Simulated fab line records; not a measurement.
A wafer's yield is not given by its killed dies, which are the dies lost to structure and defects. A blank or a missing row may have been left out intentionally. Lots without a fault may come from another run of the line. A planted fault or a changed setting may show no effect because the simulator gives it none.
Problem report in the 8D (eight disciplines) form, filled by code || flow gf180mcu || the parts of the form that need people (team, actions taken, sign-off) are left out

## 1. WHAT IS WRONG
At GF_M2_SPUTTER_00, cathode_dc_power_W averages 4436.4 W over 6 wafers from 2 lots, while fault-free wafers read 3999.8 W, standard deviation 0.79. So: +99 or more standard deviations from the usual mean.
The step: material Ti, target thk 37.5 nm, time 150 s.
The first sign was on wafer L484.2 at day 24 00:25, on pvd_sputter-02. At this step, 18 wafers from 6 lots have a number in the record. The rule behind "out" and "out of limits": a value lying over 4 standard deviations away from the usual mean. All remaining wafers that have a number are taken as sound.

## 2. WHAT IT IS, WHAT IT ISN'T
{"question": "which readings at this step", "is": "cathode_dc_power_W", "is not": "throttle_valve_pct"}
{"question": "which lots", "is": "L484, L485", "is not": "L470, L476, L487, L491"}
{"question": "which wafers of those lots", "is": "all that have a number", "is not": "-"}
{"question": "read on which tools", "is": "pvd_sputter-02", "is not": "pvd_sputter-01, pvd_sputter-04"}
{"question": "when", "is": "from day 24 00:25", "is not": "up to then (6 sound wafers); but 6 sound wafers of L487, L491 came after"}

## 3. WHAT RULES OUT EACH SUSPECT
Counting: a tool stays on the suspect list if, at a process step up to the reading, it processed all lots that are out and no sound lot following the first of them.
- pvd_sputter-02 at GF_M2_SPUTTER_00 (material Ti, target thk 37.5 nm, time 150 s): kept. All lots that are out passed through it, beginning with L484 at day 24 00:25, and no sound lot followed; its final sound lot before that point was L470 at day 19 05:37. Its own cathode_dc_power_W readings are out on those wafers.
Left after counting: pvd_sputter-02 at GF_M2_SPUTTER_00.

## 4. THE CAUSE (what the simulator had put in)
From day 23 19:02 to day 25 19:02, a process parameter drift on pvd_sputter-02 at GF_M2_SPUTTER_00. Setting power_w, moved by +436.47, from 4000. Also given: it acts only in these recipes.
This tool alone remained once counting was done.

## 5. THE CHAIN OF EFFECTS, in route order
One row per reading whose mean, taken over the struck wafers that have a number, lies over 3 standard deviations from the usual. Readings are gone through only where the record gives a usual standard deviation; hours: the median, over the lots, of the time from a lot's start at the first step in this table giving one to that lot's start at this step; sigmas: the change measured in usual standard deviations.
{"hours": 0, "step": "GF_M2_SPUTTER_00", "reading": "cathode_dc_power_W", "usual": "3999.8 W", "on struck wafers": 4436.4, "change": "+436.6", "sigmas": "+99 or more"}
Here are the process steps it includes:
- GF_M2_SPUTTER_00: material Ti, target thk 37.5 nm, time 150 s.

## 6. HOW IT WOULD HAVE BEEN CAUGHT EARLIER
In this record the first reading out of limits was taken at day 24 00:25, 5 hours after the fault began at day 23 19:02.
